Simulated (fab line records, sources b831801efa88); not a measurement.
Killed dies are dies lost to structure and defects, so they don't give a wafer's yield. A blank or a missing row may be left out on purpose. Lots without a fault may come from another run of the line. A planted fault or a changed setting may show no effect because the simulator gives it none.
A struck lot beside a sound one | flow gf180mcu | 27 steps out of a route of 602
Sound: wafers L798.1, L798.3, L798.6. Struck: wafers L797.2, L797.3. (L797.4 of the same lot was not struck and is left out.) The cause comes at the end.
At each step with rows: each side's tool, then ch and its chambers, then its first start. Under that, the readings that differ: sound wafers | struck wafers | difference of the means | sigmas: that difference in standard deviations of wafers without a fault.
alike: readings whose means differ by less than 2 such deviations, and words and numbers that are the same on both sides. not compared: withheld readings, readings that some wafer has no value for, bounds like >300 that may hide the same value, and numbers for which the record gives no deviation and whose values overlap.
The two part at a step that has a row with sigmas, a row that says differs or no value, or rows on one side only. Numbers that don't overlap but have no deviation are shown without sigmas and don't part them. A reading that every wafer of one side lacks parts them only if that side has two wafers or more.

GF_V4_RS_MEAS_24: measures by four-point-probe.
  sound on film_metro-01, day 28 00:28; struck on film_metro-01, day 27 16:40
  alike: V4_W_RS
GF_V4_THK_MEAS_25: measures by xrf.
  sound on film_metro-01, day 28 00:35; struck on film_metro-01, day 27 16:47
  alike: V4_W_THK
then, 1 step without rows for these wafers: GF_V4_CMP_26 (polishes, stops on SiO2, t overpolish 15 s, target thk 0 nm).
GF_MIM_SPUTTER_00: material Ti, target thk 37.5 nm, time 150 s.
  sound on pvd_sputter-03, day 28 00:56; struck on pvd_sputter-02, day 27 17:08
  alike: throttle_valve_pct
GF_MIM_SPUTTER_01: material TiN, target thk 30 nm, time 25 s.
  sound on pvd_sputter-03, day 28 01:02; struck on pvd_sputter-02, day 27 17:14
  alike: throttle_valve_pct
GF_MIM_SPUTTER_02: material AlCu, target thk 450 nm, time 23.9 s.
  sound on pvd_sputter-03, day 28 01:04; struck on pvd_sputter-02, day 27 17:16
  alike: throttle_valve_pct
then, 2 steps without rows for these wafers: GF_MIM_SPUTTER_03 (material Ti, target thk 10 nm, time 6.7 s); GF_MIM_SPUTTER_04 (material TiN, target thk 50 nm, time 41.7 s).
GF_MIM_CVD_05: deposits Si3N4, target thk 42 nm, time 29.086 s.
  sound on pecvd-04 ch 0,1,2, day 28 01:10; struck on pecvd-01 ch 0,1, day 27 17:21
  alike: heater_power_w
GF_MIM_THK_MEAS_06:
  sound on film_metro-02, day 28 01:11; struck on film_metro-02, day 27 17:23
  reading             | sound          | struck    | difference | sigmas
  MIM_CVD_05_THK (nm) | 42.6 42.6 43.2 | 41.2 41.5 | -1.5       | -2
then, 1 step without rows for these wafers: GF_MIM_SPUTTER_07 (material TiN, target thk 60 nm, time 50 s).
GF_MIM_SPUTTER_08: material AlCu, target thk 200 nm, time 10.6 s.
  sound on pvd_sputter-02, day 28 01:18; struck on pvd_sputter-03, day 27 17:29
  alike: throttle_valve_pct
GF_MIM_SPUTTER_09: material TiN, target thk 35 nm, time 29.2 s.
  sound on pvd_sputter-02, day 28 01:19; struck on pvd_sputter-03, day 27 17:31
  reading                                 | sound             | struck      | difference | sigmas
  model.TiN_of_MIM_SPUTTER_09.thk_nm (nm) | 33.62 34.42 33.62 | 63.27 63.26 | +29.38     |
  alike: throttle_valve_pct
GF_MIM_RS_MEAS_10: measures by four-point-probe.
  sound on film_metro-03, day 28 01:21; struck on film_metro-02, day 27 17:34
  alike: MIM_ALCU_RS
GF_MIM_THK_MEAS_11: measures by xrf.
  sound on film_metro-03, day 28 01:28; struck on film_metro-02, day 27 17:40
  reading           | sound             | struck      | difference | sigmas
  MIM_ALCU_THK (nm) | 205.3 202.9 206.1 | 193.0 190.2 | -13.2      | -7
then, 7 steps without rows for these wafers: GF_MIM_DEHYDRATE_12 (time 60 s); GF_MIM_HMDS_13 (prime time 60 s); GF_MIM_COAT_14 (resist thk 1000 nm); GF_MIM_SOFTBAKE_15 (time 60 s); GF_MIM_EXPOSE_16 (exposes mask FuseTop, target cd 2000 nm); GF_MIM_PEB_17; GF_MIM_DEVELOP_18 (develop time 60 s).
GF_MIM_METAL_ETCH_19: etches the open film in Cl2/BCl3, stops on Si3N4, target depth 324.5 nm, time 54.1 s.
  sound on rie_metal-01 ch 0,1, day 28 20:54; struck on rie_metal-03 ch 0,1, day 28 12:50
  reading                | sound                | struck        | difference | sigmas
  oes_product_au (a.u.)  | 0.938 0.937 0.946    | 0.996 0.988   | +0.052     | +9
  throttle_valve_pct (%) | 28.288 28.296 28.286 | 28.239 28.247 | -0.047     | -5
  alike: bcl3_flow_sccm, drypump_motor_current_A
  not compared: rf_hours_counter_h
then, 1 step without rows for these wafers: GF_MIM_STRIP_20 (strips in O2/N2).
GF_MIM_STRIP_21: strips in post etch residue remover, time 1200 s.
  sound on wet_bench-03 ch 3, day 28 21:04; struck on wet_bench-04 ch 1, day 28 13:00
  reading                                 | sound          | struck      | difference | sigmas
  model.TiN_of_MIM_SPUTTER_09.thk_nm (nm) | 33.19 34 33.19 | 62.86 62.84 | +29.39     |
then, 1 step without rows for these wafers: GF_MIM_CLEAN_22 (cleans in DIW).
-- the record jumps here: 3 days lie between the struck wafers' starts before and after (it left off in module MIM and takes up again in module PASSIVATION, whose first step shown is number 602 of the route) --
GF_PASSIVATION_PROBE_99:
  the record has rows for the struck wafers here (prober-01, day 31 19:56) and none for the sound ones

WHERE THEY PART
First at GF_MIM_THK_MEAS_06; last, within this record, at GF_PASSIVATION_PROBE_99.

WHY: what the simulator had put in
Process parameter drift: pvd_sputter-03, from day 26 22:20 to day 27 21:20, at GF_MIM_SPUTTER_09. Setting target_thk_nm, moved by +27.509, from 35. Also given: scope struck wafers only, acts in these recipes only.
